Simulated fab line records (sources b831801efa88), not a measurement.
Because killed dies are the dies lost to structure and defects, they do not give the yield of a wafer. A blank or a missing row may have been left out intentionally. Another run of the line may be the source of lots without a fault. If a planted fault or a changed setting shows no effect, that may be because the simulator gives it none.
Struck lot and sound lot, side by side / flow gf180mcu / 13 out of 602 route steps
Sound: wafers L917.1, L917.2, L917.5. Wafers struck: L919.1, L919.2, L919.4. The cause comes at the end.
Each step with rows lists, per side, the tool, then ch with its chambers, then its first start. Under that, the readings that differ: sound wafers / struck wafers / difference of the means / sigmas: that difference in standard deviations of wafers without a fault.
alike: words and numbers the same on both sides, and readings whose means are apart by under 2 such deviations; not compared: readings that were withheld, readings missing a value for some wafer, numbers with overlapping values and no deviation given by the record, and bounds like >300 which may hide the same value.
The two part at a step that has a row with sigmas, a row that says differs or no value, or rows on one side only. Numbers that have no deviation but don't overlap get no sigmas and don't part them. A reading that every wafer of one side lacks parts them only if that side has two wafers or more.

GF_V1_CD_MEAS_14 targets a cd of 260 nm.
  sound on cdSem-01, day 19 15:56; struck on cdSem-02, day 20 07:14
  alike: cdNm
GF_V1_OVL_MEAS_15:
  sound on overlay-01, day 19 16:04; struck on overlay-02, day 20 07:22
  alike: V1_OVL
GF_V1_ETCH_16: etches BARC in N2/H2.
  sound on rieDiel-02 ch 1,3, day 19 16:06; struck on rieDiel-02 ch 0,2,3, day 20 07:24
  alike: drypumpMotorCurrentA, n2FlowSccm, oesProductAu, throttleValvePct
GF_V1_ETCH_17: etches SiO2 in C4F8/O2/Ar, stops on TiN, target depth 630 nm.
  sound on rieDiel-02 ch 1,3; struck on rieDiel-02 ch 0,2,3
  alike: oesProductAu
GF_V1_STRIP_18: strips in O2/N2.
  sound on plasmaAsher-03 ch 0,1, day 19 16:14; struck on plasmaAsher-03 ch 0,1, day 20 07:32
  alike: drypumpMotorCurrentA, heaterPowerW, n2FlowSccm, oesProductAu
  not compared: rfHoursCounterH
then, 2 steps without rows for these wafers: GF_V1_STRIP_19 (strips in post etch residue remover, time 1200 s); GF_V1_CLEAN_20 (cleans in DIW).
GF_V1_SPUTTER_21: material Ti, target thk 15 nm, time 80.02 s.
  sound on pvdSputter-04, day 19 16:46; struck on pvdSputter-04, day 20 08:24
  alike: cathodeDcPowerW, throttleValvePct
then, 1 step without rows for these wafers: GF_V1_SPUTTER_22 (material TiN, target thk 10 nm, time 40 s).
GF_V1_CVD_23: deposits W, target thk 350 nm, time 105.05 s.
  sound on cvdW-02 ch 0,1, day 19 16:52; struck on cvdW-01 ch 0,1, day 20 08:30
  alike: chamberPressureTorr, heaterPowerOuterW, heaterPowerW
GF_V1_RS_MEAS_24: the measuring method here is four-point-probe.
  sound on filmMetro-01, day 19 16:58; struck on filmMetro-02, day 20 08:37
  alike: V1_W_RS
GF_V1_THK_MEAS_25: measures by xrf.
  sound on filmMetro-01, day 19 17:05; struck on filmMetro-02, day 20 08:44
reading=V1_W_THK (nm); sound=349 354 354; struck=344 345 343; difference=-8; sigmas=-2
GF_V1_CMP_26: polishes, stops on SiO2, t overpolish 15 s, target thk 0 nm.
  sound on cmp-01 ch 0,1,2, day 19 17:09; struck on cmp-01 ch 0,1,3, day 20 08:51
reading=overpolishRunS (s); sound=15.006 15.005 15.005; struck=0.040 0.041 0.033; difference=-14.967; sigmas=-99 or more
reading=timeToEndpointS (s); sound=87 83 84; struck=128 129 128; difference=+44; sigmas=+12
  alike: edgeZonePressureFrac, motorCurrentA

== WHERE THEY PART ==
Earliest at GF_V1_THK_MEAS_25; latest, in this record, at GF_V1_CMP_26.

WHY: whatever the simulator had introduced
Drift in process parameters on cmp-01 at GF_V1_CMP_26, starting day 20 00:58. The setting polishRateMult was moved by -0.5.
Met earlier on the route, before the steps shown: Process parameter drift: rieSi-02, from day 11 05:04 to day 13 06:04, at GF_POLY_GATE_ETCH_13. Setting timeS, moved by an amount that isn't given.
